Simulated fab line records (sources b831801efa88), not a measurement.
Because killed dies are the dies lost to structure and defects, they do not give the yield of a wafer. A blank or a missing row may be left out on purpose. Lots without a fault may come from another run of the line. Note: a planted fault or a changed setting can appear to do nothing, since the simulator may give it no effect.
Which tool did it?    flow sky130    13 lots, 39 wafers sampled, at 4 steps of a route of 708

== WHAT THE GAUGES SHOWED, per wafer ==
SKY_METAL1_CD_MEAS_15: the cd target is 140 nm. Usual: cdNm reads 139.8 nm (standard deviation 1.6).
lot   measured      on        cdNm (nm)          flag
L975  day 32 13:59  cdSem-02  138.6 137.9 138.9  
L976  day 32 23:44  cdSem-02  141.4 141.0 139.9  
L977  day 33 10:49  cdSem-01  140.3 140.8 140.4  
L978  day 33 19:23  cdSem-01  136.9 140.0 137.9  
L984  day 35 20:25  cdSem-02  137.8 139.2 139.3  
L985  day 36 02:38  cdSem-02  140.1 138.8 141.2  
L986  day 36 14:38  cdSem-01  141.8 141.6 142.0  
L987  day 36 20:06  cdSem-02  140.8 141.0 140.7  
L991  day 37 21:38  cdSem-01  140.4 139.4 140.8  
L995  day 39 03:05  cdSem-01  139.0 138.2 138.2  
L996  day 39 11:54  cdSem-01  139.3 141.7 140.8  
L997  day 39 19:42  cdSem-01  138.0 137.2 136.6  
L998  day 40 00:28  cdSem-02  139.8 140.0 140.6  

SKY_METAL1_OVL_MEAS_16. Usual: METAL1_OVL gives 1 nm (standard deviation 5.1).
lot   measured      on          METAL1_OVL (nm)  flag
L975  day 32 14:07  overlay-02  -4 -4 1          
L976  day 32 23:52  overlay-01  2 -2 -5          
L977  day 33 10:55  overlay-01  4 -3 3           
L978  day 33 19:31  overlay-01  11 9 12          
L984  day 35 20:31  overlay-02  4 -4 -3          
L985  day 36 02:46  overlay-02  4 5 8            
L986  day 36 14:46  overlay-01  -5 -10 -7        
L987  day 36 20:13  overlay-02  -6 -4 -3         
L991  day 37 21:46  overlay-02  9 5 4            
L995  day 39 03:13  overlay-02  -1 -5 -3         
L996  day 39 12:01  overlay-02  8 11 5           
L997  day 39 19:49  overlay-02  4 -3 13          
L998  day 40 00:35  overlay-02  -1 0 3           

SKY_VIA2_OVL_MEAS_13. Usual: VIA2_OVL gives -2 nm (standard deviation 5).
lot   measured      on          VIA2_OVL (nm)  flag
L975  day 36 02:58  overlay-02  1 7 -6         
L976  day 36 11:23  overlay-02  -6 0 5         
L977  day 36 22:24  overlay-01  8 4 6          
L978  day 37 06:32  overlay-01  -5 3 3         
L984  day 39 06:15  overlay-02  -7 -2 0        
L985  day 39 11:19  overlay-02  -8 -3 4        
L986  day 39 23:13  overlay-01  -10 -8 -12     
L987  day 40 03:46  overlay-02  4 4 -4         
L991  day 41 05:07  overlay-01  -11 1 -8       
L995  day 42 08:14  overlay-01  1 6 5          
L996  day 42 15:52  overlay-02  0 4 4          
L997  day 43 00:16  overlay-02  -1 -1 -4       
L998  day 43 04:06  overlay-02  -5 1 -4        

== EACH LOT AND THE TOOL THAT RAN IT (in order: tool; ch and the chambers of the sampled wafers; start) ==
lot   SKY_VIA2_CMP_02
L975  cmp-01 ch 1,2,3, day 35 00:44
L976  cmp-01 ch 0,1,3, day 35 09:18
L977  cmp-02 ch 0,1,3, day 35 19:40
L978  cmp-02 ch 0,1,2, day 36 04:34
L984  cmp-01 ch 0,2, day 38 04:58
L985  cmp-01 ch 0,3, day 38 10:13
L986  cmp-01 ch 0,2, day 38 22:16
L987  cmp-02 ch 1,2,3, day 39 03:24
L991  cmp-02 ch 0,1,3, day 40 04:38
L995  cmp-02 ch 0,2, day 41 08:10
L996  cmp-01 ch 1,3, day 41 16:14
L997  cmp-01 ch 0,1,3, day 42 00:51
L998  cmp-01 ch 0,1,2, day 42 04:25
- SKY_VIA2_CMP_02: polishes SiO2.

== AS READ BY THE TOOLS THEMSELVES (means over the sampled wafers that have a number; for cases with no such wafer, the mark the record gives instead) ==
SKY_VIA2_CMP_02. Usual: motorCurrentA 12.5 A, standard deviation 0.98; platenRpm 60.00 rpm, standard deviation 0.039; slurryFlowMlMin 150.0, standard deviation 0.5.
lot   tool    motorCurrentA (A)  platenRpm (rpm)  slurryFlowMlMin  flag
L975  cmp-01  13.1               60.00            150.0            
L976  cmp-01  13.5               60.00            150.3            
L977  cmp-02  11.6               59.96            150.2            
L978  cmp-02  11.1               60.01            149.4            
L984  cmp-01  13.4               58.00            150.3            OFF
L985  cmp-01  12.9               56.00            150.0            OFF
L986  cmp-01  13.3               56.03            149.8            OFF
L987  cmp-02  11.6               60.00            149.8            
L991  cmp-02  11.3               59.97            149.9            
L995  cmp-02  10.9               59.98            150.4            
L996  cmp-01  12.7               60.03            150.3            
L997  cmp-01  13.3               59.99            150.5            
L998  cmp-01  13.3               60.00            149.9            

== THE ANSWER, worked out from the rows above alone ==
Rule: a lot is off if the mean of its wafers that have a number lies more than 3 standard deviations from the usual mean. Also off: a lot with no number at a reading for which 4 or more lots have one. Where the step has rows for the other lots, those lots are counted as sound. First the gauges in route order, then the tools' own readings, where a lot's mean is used as printed above. At the first step where some lot is off, the reading lying furthest off is the one used; lots without a number count as furthest.
Off: L984, L985, L986 (SKY_VIA2_CMP_02, platenRpm).
If a tool, at that step or one of the process steps before it, ran each lot that is off and ran no sound lot following the first of them, it fits. No candidate that was tried fits.

== WHAT THE SIMULATOR PUT IN ==
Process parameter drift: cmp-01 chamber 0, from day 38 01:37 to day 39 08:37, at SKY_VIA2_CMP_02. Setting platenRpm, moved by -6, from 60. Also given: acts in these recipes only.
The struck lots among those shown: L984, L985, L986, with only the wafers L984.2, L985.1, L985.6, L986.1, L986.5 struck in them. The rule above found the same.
